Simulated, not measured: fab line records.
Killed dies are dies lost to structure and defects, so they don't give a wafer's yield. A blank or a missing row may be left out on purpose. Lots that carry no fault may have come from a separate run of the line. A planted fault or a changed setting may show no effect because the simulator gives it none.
Which tool is to blame? :: flow sky130 :: Sampling: 15 lots, 45 wafers, 3 of 708 route steps

## WHAT THE GAUGES READ, wafer by wafer
The record lacks any reading of a measuring or inspecting step that a usual standard deviation could be used to judge.

## WHAT TOOL EACH LOT RAN ON (gives the tool, then ch and the chambers of the sampled wafers, and finally the start)
lot: L900
SKY_CONTACT_CVD_00: pecvd-02 ch 0,1, day 31 00:05
SKY_CONTACT_ETCH_18: rieDiel-04 ch 1,2, day 46 03:14 or earlier
SKY_PAD_OPEN_PROBE_99: prober-01, day 46 03:14

lot: L901
SKY_CONTACT_CVD_00: pecvd-03 ch 0,2, day 31 02:46
SKY_CONTACT_ETCH_18: rieDiel-03 ch 0,1,2, day 46 05:26 or earlier
SKY_PAD_OPEN_PROBE_99: prober-02, day 46 05:26

lot: L902
SKY_CONTACT_CVD_00: pecvd-01 ch 0,2, day 31 07:04
SKY_CONTACT_ETCH_18: rieDiel-03 ch 0,2,3, day 46 09:37 or earlier
SKY_PAD_OPEN_PROBE_99: prober-01, day 46 09:37

lot: L903
SKY_CONTACT_CVD_00: pecvd-01 ch 0,1,2, day 31 16:47
SKY_CONTACT_ETCH_18: rieDiel-04 ch 0,1, day 46 17:53 or earlier
SKY_PAD_OPEN_PROBE_99: prober-02, day 46 17:53

lot: L905
SKY_CONTACT_CVD_00: pecvd-02 ch 0,1,2, day 33 17:32
SKY_CONTACT_ETCH_18: rieDiel-04 ch 0,1, day 48 05:56 or earlier
SKY_PAD_OPEN_PROBE_99: prober-02, day 48 05:56

lot: L906
SKY_CONTACT_CVD_00: pecvd-03 ch 0,1,2, day 33 18:52
SKY_CONTACT_ETCH_18: rieDiel-01 ch 0,1,2, day 48 08:12 or earlier
SKY_PAD_OPEN_PROBE_99: prober-02, day 48 08:12

lot: L908
SKY_CONTACT_CVD_00: pecvd-01 ch 0,2, day 33 19:20
SKY_CONTACT_ETCH_18: rieDiel-04 ch 1,3, day 48 06:25 or earlier
SKY_PAD_OPEN_PROBE_99: prober-01, day 48 06:25

lot: L909
SKY_CONTACT_CVD_00: pecvd-01 ch 0,1, day 34 04:19
SKY_CONTACT_ETCH_18: rieDiel-04 ch 1,3, day 48 14:14 or earlier
SKY_PAD_OPEN_PROBE_99: prober-02, day 48 14:14

lot: L912
SKY_CONTACT_CVD_00: pecvd-02 ch 0,1, day 34 14:33
SKY_CONTACT_ETCH_18: rieDiel-01 ch 0,1,3, day 48 18:59 or earlier
SKY_PAD_OPEN_PROBE_99: prober-02, day 48 18:59

lot: L911
SKY_CONTACT_CVD_00: pecvd-01 ch 0,1, day 34 15:25
SKY_CONTACT_ETCH_18: rieDiel-03 ch 0,1, day 48 20:53 or earlier
SKY_PAD_OPEN_PROBE_99: prober-01, day 48 20:53

lot: L913
SKY_CONTACT_CVD_00: pecvd-02 ch 0,1,2, day 35 03:55
SKY_CONTACT_ETCH_18: rieDiel-04 ch 0,1, day 49 05:40 or earlier
SKY_PAD_OPEN_PROBE_99: prober-02, day 49 05:40

lot: L914
SKY_CONTACT_CVD_00: pecvd-02 ch 0,1, day 35 11:25
SKY_CONTACT_ETCH_18: rieDiel-03 ch 0,1,2, day 49 09:31 or earlier
SKY_PAD_OPEN_PROBE_99: prober-01, day 49 09:31

lot: L919
SKY_CONTACT_CVD_00: pecvd-02 ch 0,1, day 37 14:14
SKY_CONTACT_ETCH_18: rieDiel-04 ch 0,3, day 50 20:56 or earlier
SKY_PAD_OPEN_PROBE_99: prober-01, day 50 20:56

lot: L920
SKY_CONTACT_CVD_00: pecvd-02 ch 0,2, day 37 15:26
SKY_CONTACT_ETCH_18: rieDiel-01 ch 0,2, day 50 20:58 or earlier
SKY_PAD_OPEN_PROBE_99: prober-02, day 50 20:58

lot: L921
SKY_CONTACT_CVD_00: pecvd-03 ch 0,1, day 37 16:16
SKY_CONTACT_ETCH_18: rieDiel-03 ch 0,1,2, day 50 22:21 or earlier
SKY_PAD_OPEN_PROBE_99: prober-02, day 50 22:21
- SKY_CONTACT_CVD_00: deposits Si3N4, target thk 75 nm.
- SKY_CONTACT_ETCH_18: etches Si3N4 in CHF3/O2, stops on TiN, time 39 s, target depth 75 nm.
- SKY_PAD_OPEN_PROBE_99

## AS READ BY THE TOOLS THEMSELVES (means over the sampled wafers that have a number; for cases with no such wafer, the mark the record gives instead)
SKY_CONTACT_CVD_00.
lot: L900
tool: pecvd-02
heaterPowerOuterW (W): 392
heaterPowerW (W): 687

lot: L901
tool: pecvd-03
heaterPowerOuterW (W): 466
heaterPowerW (W): 835

lot: L902
tool: pecvd-01
heaterPowerOuterW (W): 445
heaterPowerW (W): 732

lot: L903
tool: pecvd-01
heaterPowerOuterW (W): 392
heaterPowerW (W): 646

lot: L905
tool: pecvd-02
heaterPowerOuterW (W): 360
heaterPowerW (W): 648

lot: L906
tool: pecvd-03
heaterPowerOuterW (W): 442
heaterPowerW (W): 760

lot: L908
tool: pecvd-01
heaterPowerOuterW (W): 484
heaterPowerW (W): 769

lot: L909
tool: pecvd-01
heaterPowerOuterW (W): 386
heaterPowerW (W): 627

lot: L912
tool: pecvd-02
heaterPowerOuterW (W): -
heaterPowerW (W): -

lot: L911
tool: pecvd-01
heaterPowerOuterW (W): -
heaterPowerW (W): -

lot: L913
tool: pecvd-02
heaterPowerOuterW (W): -
heaterPowerW (W): -

lot: L914
tool: pecvd-02
heaterPowerOuterW (W): 360
heaterPowerW (W): 618

lot: L919
tool: pecvd-02
heaterPowerOuterW (W): 327
heaterPowerW (W): 596

lot: L920
tool: pecvd-02
heaterPowerOuterW (W): 347
heaterPowerW (W): 616

lot: L921
tool: pecvd-03
heaterPowerOuterW (W): 348
heaterPowerW (W): 659

SKY_CONTACT_ETCH_18.
lot: L900
tool: rieDiel-04
chamberPressureMTorr (mTorr): 39.97
drypumpMotorCurrentA (A): 6.0
oesProductAu (a.u.): 0.846
throttleValvePct (%): 8.787

lot: L901
tool: rieDiel-03
chamberPressureMTorr (mTorr): 39.98
drypumpMotorCurrentA (A): 5.2
oesProductAu (a.u.): 0.850
throttleValvePct (%): 8.796

lot: L902
tool: rieDiel-03
chamberPressureMTorr (mTorr): 40.01
drypumpMotorCurrentA (A): 5.5
oesProductAu (a.u.): 0.851
throttleValvePct (%): 8.792

lot: L903
tool: rieDiel-04
chamberPressureMTorr (mTorr): 40.00
drypumpMotorCurrentA (A): 5.1
oesProductAu (a.u.): 0.852
throttleValvePct (%): 8.787

lot: L905
tool: rieDiel-04
chamberPressureMTorr (mTorr): 40.04
drypumpMotorCurrentA (A): 5.1
oesProductAu (a.u.): 0.855
throttleValvePct (%): 8.796

lot: L906
tool: rieDiel-01
chamberPressureMTorr (mTorr): 39.98
drypumpMotorCurrentA (A): 5.6
oesProductAu (a.u.): 0.849
throttleValvePct (%): 8.798

lot: L908
tool: rieDiel-04
chamberPressureMTorr (mTorr): 39.97
drypumpMotorCurrentA (A): 5.4
oesProductAu (a.u.): 0.865
throttleValvePct (%): 8.797

lot: L909
tool: rieDiel-04
chamberPressureMTorr (mTorr): 40.01
drypumpMotorCurrentA (A): 5.3
oesProductAu (a.u.): 0.851
throttleValvePct (%): 8.797

lot: L912
tool: rieDiel-01
chamberPressureMTorr (mTorr): 40.01
drypumpMotorCurrentA (A): 5.8
oesProductAu (a.u.): 0.376
throttleValvePct (%): 8.669

lot: L911
tool: rieDiel-03
chamberPressureMTorr (mTorr): 39.99
drypumpMotorCurrentA (A): 5.1
oesProductAu (a.u.): 0.374
throttleValvePct (%): 8.674

lot: L913
tool: rieDiel-04
chamberPressureMTorr (mTorr): 40.01
drypumpMotorCurrentA (A): 5.1
oesProductAu (a.u.): 0.373
throttleValvePct (%): 8.674

lot: L914
tool: rieDiel-03
chamberPressureMTorr (mTorr): 39.99
drypumpMotorCurrentA (A): 5.2
oesProductAu (a.u.): 0.845
throttleValvePct (%): 8.790

lot: L919
tool: rieDiel-04
chamberPressureMTorr (mTorr): 40.00
drypumpMotorCurrentA (A): 5.0
oesProductAu (a.u.): 0.856
throttleValvePct (%): 8.794

lot: L920
tool: rieDiel-01
chamberPressureMTorr (mTorr): 39.99
drypumpMotorCurrentA (A): 5.6
oesProductAu (a.u.): 0.852
throttleValvePct (%): 8.792

lot: L921
tool: rieDiel-03
chamberPressureMTorr (mTorr): 40.03
drypumpMotorCurrentA (A): 5.2
oesProductAu (a.u.): 0.851
throttleValvePct (%): 8.797

SKY_PAD_OPEN_PROBE_99.
lot: L900
tool: prober-01
killed_at_M0_to_M3: 49
killed_at_M4_up: 3.7
killedAtContacts: 22
killedAtFrontEnd: 17
killedAtOther: 0.3
killedDies: 92
killedOnRim: 16
killedOpen: 54
killedShort: 38

lot: L901
tool: prober-02
killed_at_M0_to_M3: 46
killed_at_M4_up: 5.7
killedAtContacts: 24
killedAtFrontEnd: 12
killedAtOther: 0.0
killedDies: 89
killedOnRim: 18
killedOpen: 52
killedShort: 37

lot: L902
tool: prober-01
killed_at_M0_to_M3: 39
killed_at_M4_up: 4.0
killedAtContacts: 23
killedAtFrontEnd: 15
killedAtOther: 0.3
killedDies: 81
killedOnRim: 16
killedOpen: 43
killedShort: 38

lot: L903
tool: prober-02
killed_at_M0_to_M3: 40
killed_at_M4_up: 3.7
killedAtContacts: 26
killedAtFrontEnd: 11
killedAtOther: 0.0
killedDies: 82
killedOnRim: 15
killedOpen: 42
killedShort: 40

lot: L905
tool: prober-02
killed_at_M0_to_M3: 38
killed_at_M4_up: 2.7
killedAtContacts: 24
killedAtFrontEnd: 21
killedAtOther: 0.3
killedDies: 86
killedOnRim: 16
killedOpen: 48
killedShort: 38

lot: L906
tool: prober-02
killed_at_M0_to_M3: 37
killed_at_M4_up: 4.3
killedAtContacts: 23
killedAtFrontEnd: 16
killedAtOther: 0.3
killedDies: 80
killedOnRim: 15
killedOpen: 43
killedShort: 37

lot: L908
tool: prober-01
killed_at_M0_to_M3: 39
killed_at_M4_up: 3.7
killedAtContacts: 21
killedAtFrontEnd: 15
killedAtOther: 0.0
killedDies: 79
killedOnRim: 13
killedOpen: 43
killedShort: 36

lot: L909
tool: prober-02
killed_at_M0_to_M3: 44
killed_at_M4_up: 5.0
killedAtContacts: 26
killedAtFrontEnd: 13
killedAtOther: 0.0
killedDies: 88
killedOnRim: 18
killedOpen: 48
killedShort: 41

lot: L912
tool: prober-02
killed_at_M0_to_M3: 47
killed_at_M4_up: 2.7
killedAtContacts: 22
killedAtFrontEnd: 9
killedAtOther: 0.3
killedDies: 81
killedOnRim: 18
killedOpen: 43
killedShort: 38

lot: L911
tool: prober-01
killed_at_M0_to_M3: 38
killed_at_M4_up: 2.3
killedAtContacts: 16
killedAtFrontEnd: 18
killedAtOther: 0.0
killedDies: 74
killedOnRim: 15
killedOpen: 43
killedShort: 31

lot: L913
tool: prober-02
killed_at_M0_to_M3: 48
killed_at_M4_up: 3.0
killedAtContacts: 19
killedAtFrontEnd: 15
killedAtOther: 0.7
killedDies: 85
killedOnRim: 15
killedOpen: 40
killedShort: 45

lot: L914
tool: prober-01
killed_at_M0_to_M3: 48
killed_at_M4_up: 5.3
killedAtContacts: 22
killedAtFrontEnd: 20
killedAtOther: 0.3
killedDies: 95
killedOnRim: 19
killedOpen: 47
killedShort: 48

lot: L919
tool: prober-01
killed_at_M0_to_M3: 45
killed_at_M4_up: 4.7
killedAtContacts: 26
killedAtFrontEnd: 14
killedAtOther: 0.0
killedDies: 90
killedOnRim: 22
killedOpen: 49
killedShort: 41

lot: L920
tool: prober-02
killed_at_M0_to_M3: 45
killed_at_M4_up: 2.7
killedAtContacts: 20
killedAtFrontEnd: 16
killedAtOther: 0.0
killedDies: 84
killedOnRim: 20
killedOpen: 45
killedShort: 39

lot: L921
tool: prober-02
killed_at_M0_to_M3: 43
killed_at_M4_up: 3.0
killedAtContacts: 27
killedAtFrontEnd: 17
killedAtOther: 0.3
killedDies: 91
killedOnRim: 18
killedOpen: 47
killedShort: 44

## THE ANSWER, worked out from the rows above alone
Rule: the lots themselves supply what counts as usual. Put in order of their means at a reading, lots are off if they are a third of the lots or fewer, leave a main group of 4 or more, and stand apart from it by a gap of 3 or more times the standard deviation of the main group's means; of several such gaps the widest counts. Not used: any main group whose means are identical at the precision the tables above print for the reading. Also off: a lot with no number at a reading for which 4 or more lots have one. Any other lot the step has rows for is counted as sound. First the gauges in route order, then the tools' own readings, where a lot's mean is used as printed above. The first step at which some lot is off is used, and at that step the reading that is off furthest; a lot without a number counts as furthest.
Off at SKY_CONTACT_CVD_00 (heaterPowerOuterW): L912, L911, L913. Without a number there: L912, L911, L913. The main group has a mean of 396 W with a standard deviation of 49.
A tool fits if, at that step or a process step before it, it ran every lot that is off, and no sound lot after the first of them. Of those tried, none fits.

## WHAT THE SIMULATOR PUT IN
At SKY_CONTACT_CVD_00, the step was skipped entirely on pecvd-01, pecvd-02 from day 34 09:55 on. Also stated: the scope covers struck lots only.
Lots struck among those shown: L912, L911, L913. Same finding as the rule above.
